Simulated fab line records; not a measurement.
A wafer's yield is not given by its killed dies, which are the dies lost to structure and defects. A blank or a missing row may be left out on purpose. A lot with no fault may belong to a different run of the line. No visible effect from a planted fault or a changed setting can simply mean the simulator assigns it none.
Split-lot experiment || flow sfq_line || 5 lots, 23 wafers read, on a route of 325 steps

== THE SPLIT ==
At SFQ_TRILAYER_I0_VIA_BARC_OPEN_VIA_ETCH_046 (etches BARC in O2, target depth 125 nm, time 41.7 s), the setting source_w was moved away from the recipe's 500 W on 11 of the 23 wafers read, by -11.6% to +9.7%. The other wafers ran this setting at the recipe's value.

The reading is taken at the split's own step.

== THE READING ==
KrF_of_TRILAYER_I0_VIA_LITHO_COAT_031.thk_nm (the simulator's own value, which no gauge read), in nm, at SFQ_TRILAYER_I0_VIA_BARC_OPEN_VIA_ETCH_046 (etches BARC in O2, target depth 125 nm, time 41.7 s). The file gives no usual value for it. The 12 wafers here that ran the recipe average 572.8 nm, standard deviation 1.5 nm.

{"wafer": "L075.1", "tool, chamber at the split": "rie_diel-04, 3", "source_w as run, W": 517.9, "against the recipe": "+3.6%", "KrF_of_TRILAYER_I0_VIA_LITHO_COAT_031.thk_nm, nm": 568.5, "against lot-mates on the recipe": -1.2}
{"wafer": "L075.2", "tool, chamber at the split": "rie_diel-04, 2", "source_w as run, W": 500, "against the recipe": "recipe", "KrF_of_TRILAYER_I0_VIA_LITHO_COAT_031.thk_nm, nm": 570, "against lot-mates on the recipe": "-"}
{"wafer": "L075.3", "tool, chamber at the split": "rie_diel-04, 1", "source_w as run, W": 517.9, "against the recipe": "+3.6%", "KrF_of_TRILAYER_I0_VIA_LITHO_COAT_031.thk_nm, nm": 568.1, "against lot-mates on the recipe": -1.6}
{"wafer": "L075.4", "tool, chamber at the split": "rie_diel-04, 0", "source_w as run, W": 517.9, "against the recipe": "+3.6%", "KrF_of_TRILAYER_I0_VIA_LITHO_COAT_031.thk_nm, nm": 569.5, "against lot-mates on the recipe": -0.2}
{"wafer": "L075.5", "tool, chamber at the split": "rie_diel-04, 0", "source_w as run, W": 500, "against the recipe": "recipe", "KrF_of_TRILAYER_I0_VIA_LITHO_COAT_031.thk_nm, nm": 569.5, "against lot-mates on the recipe": "-"}
{"wafer": "L076.1", "tool, chamber at the split": "rie_diel-04, 2", "source_w as run, W": 500, "against the recipe": "recipe", "KrF_of_TRILAYER_I0_VIA_LITHO_COAT_031.thk_nm, nm": 573.2, "against lot-mates on the recipe": "-"}
{"wafer": "L076.2", "tool, chamber at the split": "rie_diel-04, 1", "source_w as run, W": 548.3, "against the recipe": "+9.7%", "KrF_of_TRILAYER_I0_VIA_LITHO_COAT_031.thk_nm, nm": 567.2, "against lot-mates on the recipe": -6.3}
{"wafer": "L076.4", "tool, chamber at the split": "rie_diel-04, 3", "source_w as run, W": 500, "against the recipe": "recipe", "KrF_of_TRILAYER_I0_VIA_LITHO_COAT_031.thk_nm, nm": 574.6, "against lot-mates on the recipe": "-"}
{"wafer": "L076.5", "tool, chamber at the split": "rie_diel-04, 0", "source_w as run, W": 548.3, "against the recipe": "+9.7%", "KrF_of_TRILAYER_I0_VIA_LITHO_COAT_031.thk_nm, nm": 567.8, "against lot-mates on the recipe": -5.7}
{"wafer": "L076.6", "tool, chamber at the split": "rie_diel-04, 3", "source_w as run, W": 500, "against the recipe": "recipe", "KrF_of_TRILAYER_I0_VIA_LITHO_COAT_031.thk_nm, nm": 572.8, "against lot-mates on the recipe": "-"}
{"wafer": "L077.1", "tool, chamber at the split": "rie_diel-04, 2", "source_w as run, W": 500, "against the recipe": "recipe", "KrF_of_TRILAYER_I0_VIA_LITHO_COAT_031.thk_nm, nm": 573.3, "against lot-mates on the recipe": "-"}
{"wafer": "L077.2", "tool, chamber at the split": "rie_diel-04, 1", "source_w as run, W": 465.4, "against the recipe": "-6.9%", "KrF_of_TRILAYER_I0_VIA_LITHO_COAT_031.thk_nm, nm": 577.1, "against lot-mates on the recipe": "+3.9"}
{"wafer": "L077.3", "tool, chamber at the split": "rie_diel-04, 0", "source_w as run, W": 500, "against the recipe": "recipe", "KrF_of_TRILAYER_I0_VIA_LITHO_COAT_031.thk_nm, nm": 573.1, "against lot-mates on the recipe": "-"}
{"wafer": "L077.4", "tool, chamber at the split": "rie_diel-04, 2", "source_w as run, W": 465.4, "against the recipe": "-6.9%", "KrF_of_TRILAYER_I0_VIA_LITHO_COAT_031.thk_nm, nm": 576.5, "against lot-mates on the recipe": "+3.3"}
{"wafer": "L077.5", "tool, chamber at the split": "rie_diel-04, 0", "source_w as run, W": 465.4, "against the recipe": "-6.9%", "KrF_of_TRILAYER_I0_VIA_LITHO_COAT_031.thk_nm, nm": 579.4, "against lot-mates on the recipe": "+6.2"}
{"wafer": "L082.2", "tool, chamber at the split": "rie_diel-02, 1", "source_w as run, W": 442.1, "against the recipe": "-11.6%", "KrF_of_TRILAYER_I0_VIA_LITHO_COAT_031.thk_nm, nm": 576.2, "against lot-mates on the recipe": "+3.6"}
{"wafer": "L082.3", "tool, chamber at the split": "rie_diel-02, 0", "source_w as run, W": 500, "against the recipe": "recipe", "KrF_of_TRILAYER_I0_VIA_LITHO_COAT_031.thk_nm, nm": 572.4, "against lot-mates on the recipe": "-"}
{"wafer": "L082.4", "tool, chamber at the split": "rie_diel-02, 3", "source_w as run, W": 442.1, "against the recipe": "-11.6%", "KrF_of_TRILAYER_I0_VIA_LITHO_COAT_031.thk_nm, nm": 575, "against lot-mates on the recipe": "+2.4"}
{"wafer": "L082.5", "tool, chamber at the split": "rie_diel-02, 1", "source_w as run, W": 442.1, "against the recipe": "-11.6%", "KrF_of_TRILAYER_I0_VIA_LITHO_COAT_031.thk_nm, nm": 575.7, "against lot-mates on the recipe": "+3.1"}
{"wafer": "L082.6", "tool, chamber at the split": "rie_diel-02, 0", "source_w as run, W": 500, "against the recipe": "recipe", "KrF_of_TRILAYER_I0_VIA_LITHO_COAT_031.thk_nm, nm": 572.8, "against lot-mates on the recipe": "-"}
{"wafer": "L083.2", "tool, chamber at the split": "rie_diel-04, 3", "source_w as run, W": 500, "against the recipe": "recipe", "KrF_of_TRILAYER_I0_VIA_LITHO_COAT_031.thk_nm, nm": 574.1, "against lot-mates on the recipe": "-"}
{"wafer": "L083.3", "tool, chamber at the split": "rie_diel-04, 2", "source_w as run, W": 500, "against the recipe": "recipe", "KrF_of_TRILAYER_I0_VIA_LITHO_COAT_031.thk_nm, nm": 572.5, "against lot-mates on the recipe": "-"}
{"wafer": "L083.6", "tool, chamber at the split": "rie_diel-04, 3", "source_w as run, W": 500, "against the recipe": "recipe", "KrF_of_TRILAYER_I0_VIA_LITHO_COAT_031.thk_nm, nm": 574.8, "against lot-mates on the recipe": "-"}

FIT RESULTS
A straight line over all 23 wafers: KrF_of_TRILAYER_I0_VIA_LITHO_COAT_031.thk_nm changes by -0.466 nm for each +1% of source_w; r = -0.83; the points scatter about the line by 1.9 nm.
The same after taking each lot's own level away (the mean of its wafers on the recipe; 23 wafers): -0.428 nm for each +1%; r = -0.89; scatter 1.3 nm.
The reading moves by 5 nm for the largest change in source_w, on that fit.
The span of the lots' own levels, 569.75 to 573.80 nm, comes to 2.6 times the standard deviation stated above.
The two slopes agree, so the slope changes little with the lot-to-lot level.
Check: with one of the wafers moved furthest among these (-11.6%) left out of the fit, the line predicts +5.08 nm for it against its lot-mates. Against them it came out at +3.6 nm.

== THESE WAFERS: OTHER SPLITS ==
These wafers also went through other splits before the reading. Each is held against what the fit with the lots' levels taken away leaves over:
{"other split on the same wafers": "SFQ_TRILAYER_L0_LITHO_EXPOSE_006 dose_mj", "wafers away from the commonest value": 7, "r with KrF_of_TRILAYER_I0_VIA_LITHO_COAT_031.thk_nm (lot level and that fit taken away)": -0.52}
{"other split on the same wafers": "SFQ_TRILAYER_L0_LITHO_PEB_008 peb_time_s", "wafers away from the commonest value": 9, "r with KrF_of_TRILAYER_I0_VIA_LITHO_COAT_031.thk_nm (lot level and that fit taken away)": -0.03}
{"other split on the same wafers": "SFQ_TRILAYER_L0_VIA_LITHO_PEB_016 peb_temp_c", "wafers away from the commonest value": 6, "r with KrF_of_TRILAYER_I0_VIA_LITHO_COAT_031.thk_nm (lot level and that fit taken away)": "+0.21"}
{"other split on the same wafers": "SFQ_TRILAYER_L0_VIA_BARC_OPEN_VIA_ETCH_021 bias_w", "wafers away from the commonest value": 8, "r with KrF_of_TRILAYER_I0_VIA_LITHO_COAT_031.thk_nm (lot level and that fit taken away)": "+0.58"}
{"other split on the same wafers": "SFQ_TRILAYER_M0_BARC_OPEN_METAL_ETCH_031 time_s", "wafers away from the commonest value": 9, "r with KrF_of_TRILAYER_I0_VIA_LITHO_COAT_031.thk_nm (lot level and that fit taken away)": "+0.12"}
{"other split on the same wafers": "SFQ_TRILAYER_I0_VIA_LITHO_COAT_036 spin_rpm", "wafers away from the commonest value": 8, "r with KrF_of_TRILAYER_I0_VIA_LITHO_COAT_031.thk_nm (lot level and that fit taken away)": "+0.28"}

== FILE'S OWN FIT ==
KrF_of_TRILAYER_I0_VIA_LITHO_COAT_031.thk_nm changes by -0.443 nm for each +1% of source_w, r = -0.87.
